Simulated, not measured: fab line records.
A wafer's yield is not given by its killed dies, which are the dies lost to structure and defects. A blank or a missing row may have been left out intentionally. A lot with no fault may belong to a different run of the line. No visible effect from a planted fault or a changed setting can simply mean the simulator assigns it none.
Which tool is to blame?    flow gf180mcu    at 1 step of a route of 602, 6 lots with 18 wafers sampled

== WHAT EACH GAUGE READ, for each wafer ==
GF_CONTACT_THK_MEAS_03.
lot   measured      on             CONTACT_CVD_02_THK (nm)
L183  day 16 01:20  film-metro-02  883 868 880
L186  day 16 22:37  film-metro-02  851 875 869
L188  day 17 15:09  film-metro-03  861 863 862
L192  day 18 23:35  film-metro-01  855 867 878
L194  day 20 01:08  film-metro-02  860 871 870
L200  day 22 11:26  film-metro-02  857 853 864

== WHAT TOOL EACH LOT RAN ON (gives the tool, then ch and the chambers of the sampled wafers, and finally the start) ==
No process step before these readings appears in the record.

== THE ANSWER, worked out from the rows above alone ==
Rule: what is usual is taken from the lots themselves. The widest of any qualifying gaps counts: lots, ordered by their means at a reading, are off when they make up no more than a third of the lots, leave a main group of 4 or more, and stand apart from it by 3 or more times the standard deviation of that group's means. If all means in a main group match to the digits the tables above print for the reading, that group is not used. Also off: a lot with no number at a reading for which 4 or more lots have one. Any other lot the step has rows for is counted as sound.
No lot is off on any of the readings shown, so nothing can be concluded from this.

== WHAT THE SIMULATOR PUT IN ==
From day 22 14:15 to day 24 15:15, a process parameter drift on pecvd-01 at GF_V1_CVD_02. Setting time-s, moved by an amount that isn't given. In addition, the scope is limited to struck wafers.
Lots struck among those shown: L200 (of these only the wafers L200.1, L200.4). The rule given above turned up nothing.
